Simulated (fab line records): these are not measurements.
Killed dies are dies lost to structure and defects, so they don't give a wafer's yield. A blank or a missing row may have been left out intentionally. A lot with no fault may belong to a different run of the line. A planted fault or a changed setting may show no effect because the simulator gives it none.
Which tool did it? :: flow sky130 :: 24 lots, 72 wafers sampled, at 2 steps of a route of 708

== WHAT THE GAUGES SHOWED, per wafer ==
SKY_SD_N_RS_MEAS_18: measurement is done with a four-point probe.
lot: L075
measured: day 27 21:10
on: film_metro-02
RES_XHIGH_RS (ohm/sq): 333.6 334.2 334.5

lot: L074
measured: day 27 22:13
on: film_metro-02
RES_XHIGH_RS (ohm/sq): 333.3 333.4 333.2

lot: L076
measured: day 28 16:43
on: film_metro-02
RES_XHIGH_RS (ohm/sq): 331.8 333.2 332.4

lot: L077
measured: day 28 19:44
on: film_metro-01
RES_XHIGH_RS (ohm/sq): 331.2 330.6 332.6

lot: L078
measured: day 29 12:30
on: film_metro-01
RES_XHIGH_RS (ohm/sq): 333.3 333.6 332.4

lot: L080
measured: day 30 10:07
on: film_metro-04
RES_XHIGH_RS (ohm/sq): 332.3 333.6 333.6

lot: L079
measured: day 30 12:23
on: film_metro-04
RES_XHIGH_RS (ohm/sq): 331.5 331.5 331.7

lot: L081
measured: day 30 16:20
on: film_metro-04
RES_XHIGH_RS (ohm/sq): 334.5 332.2 333.1

lot: L082
measured: day 30 18:39
on: film_metro-01
RES_XHIGH_RS (ohm/sq): 332.5 333.0 332.0

lot: L083
measured: day 30 23:47
on: film_metro-04
RES_XHIGH_RS (ohm/sq): 332.3 333.1 332.1

lot: L084
measured: day 31 04:07
on: film_metro-01
RES_XHIGH_RS (ohm/sq): 333.5 331.9 332.5

lot: L085
measured: day 31 22:20
on: film_metro-02
RES_XHIGH_RS (ohm/sq): 332.9 333.4 332.6

lot: L086
measured: day 31 23:59
on: film_metro-01
RES_XHIGH_RS (ohm/sq): 333.9 332.9 333.2

lot: L087
measured: day 32 15:12
on: film_metro-02
RES_XHIGH_RS (ohm/sq): 333.4 333.2 331.6

lot: L088
measured: day 32 22:55
on: film_metro-01
RES_XHIGH_RS (ohm/sq): 331.0 331.0 332.4

lot: L089
measured: day 33 01:17
on: film_metro-02
RES_XHIGH_RS (ohm/sq): 333.9 333.1 333.2

lot: L090
measured: day 33 10:38
on: film_metro-04
RES_XHIGH_RS (ohm/sq): 334.1 333.2 333.4

lot: L091
measured: day 33 12:52
on: film_metro-02
RES_XHIGH_RS (ohm/sq): 331.3 332.7 331.8

lot: L092
measured: day 33 15:20
on: film_metro-04
RES_XHIGH_RS (ohm/sq): 335.4 335.7 335.9

lot: L093
measured: day 34 04:52
on: film_metro-04
RES_XHIGH_RS (ohm/sq): 334.8 335.8 335.0

lot: L094
measured: day 34 13:14
on: film_metro-01
RES_XHIGH_RS (ohm/sq): 334.0 333.6 333.9

lot: L095
measured: day 34 14:06
on: film_metro-01
RES_XHIGH_RS (ohm/sq): 331.1 330.2 330.2

lot: L096
measured: day 34 19:13
on: film_metro-01
RES_XHIGH_RS (ohm/sq): 333.2 333.3 331.5

lot: L097
measured: day 35 07:37
on: film_metro-01
RES_XHIGH_RS (ohm/sq): 333.3 331.7 333.2

SKY_CONTACT_OVL_MEAS_15.
lot: L075
measured: day 31 06:13
on: overlay-01
CONTACT_OVL (nm): -9 -1 -11

lot: L074
measured: day 31 07:35
on: overlay-02
CONTACT_OVL (nm): 1 0 7

lot: L076
measured: day 32 03:31
on: overlay-02
CONTACT_OVL (nm): -4 -1 5

lot: L077
measured: day 32 06:58
on: overlay-01
CONTACT_OVL (nm): 0 -2 -1

lot: L078
measured: day 32 23:49
on: overlay-01
CONTACT_OVL (nm): -6 -2 -12

lot: L080
measured: day 33 20:03
on: overlay-02
CONTACT_OVL (nm): 0 9 13

lot: L079
measured: day 33 22:48
on: overlay-02
CONTACT_OVL (nm): -11 -12 -10

lot: L081
measured: day 34 04:16
on: overlay-02
CONTACT_OVL (nm): -3 0 -1

lot: L082
measured: day 34 06:35
on: overlay-01
CONTACT_OVL (nm): -10 -8 -5

lot: L083
measured: day 34 12:40
on: overlay-02
CONTACT_OVL (nm): 2 2 -2

lot: L084
measured: day 34 15:35
on: overlay-02
CONTACT_OVL (nm): -4 0 -1

lot: L085
measured: day 35 10:25
on: overlay-01
CONTACT_OVL (nm): 1 -2 0

lot: L086
measured: day 35 12:58
on: overlay-01
CONTACT_OVL (nm): 1 1 2

lot: L087
measured: day 36 01:52
on: overlay-01
CONTACT_OVL (nm): 9 4 6

lot: L088
measured: day 36 07:53
on: overlay-01
CONTACT_OVL (nm): -5 -7 1

lot: L089
measured: day 36 10:36
on: overlay-01
CONTACT_OVL (nm): 7 10 7

lot: L090
measured: day 36 21:44
on: overlay-02
CONTACT_OVL (nm): 1 -8 -6

lot: L091
measured: day 37 00:15
on: overlay-02
CONTACT_OVL (nm): 0 5 -1

lot: L092
measured: day 37 02:47
on: overlay-01
CONTACT_OVL (nm): 4 -2 3

lot: L093
measured: day 37 15:05
on: overlay-01
CONTACT_OVL (nm): 6 5 -5

lot: L094
measured: day 37 23:12
on: overlay-01
CONTACT_OVL (nm): -7 -4 -3

lot: L095
measured: day 38 00:04
on: overlay-02
CONTACT_OVL (nm): -1 -5 -3

lot: L096
measured: day 38 05:37
on: overlay-02
CONTACT_OVL (nm): 5 9 9

lot: L097
measured: day 38 15:16
on: overlay-02
CONTACT_OVL (nm): -4 3 3

== EACH LOT AND THE TOOL THAT RAN IT (in order: tool; ch and the chambers of the sampled wafers; start) ==
No process step before these readings appears in the record.

== AS READ BY THE TOOLS THEMSELVES (means over the sampled wafers that have a number; for cases with no such wafer, the mark the record gives instead) ==
The record holds no such reading with a usual standard deviation.

== THE ANSWER, worked out from the rows above alone ==
Rule: usual is defined by the lots themselves. Put in order of their means at a reading, lots are off if they are a third of the lots or fewer, leave a main group of 4 or more, and stand apart from it by a gap of 3 or more times the standard deviation of the main group's means; of several such gaps the widest counts. If all means in a main group match to the digits the tables above print for the reading, that group is not used. Also off: a lot with no number at a reading for which 4 or more lots have one. The other lots that the step has rows for count as sound. First the gauges in route order, then the tools' own readings, where a lot's mean is used as printed above. At the first step where some lot is off, the reading lying furthest off is the one used; lots without a number count as furthest.
Nothing can be told from this: no lot is off at any reading shown.

== WHAT WAS PUT IN BY THE SIMULATOR ==
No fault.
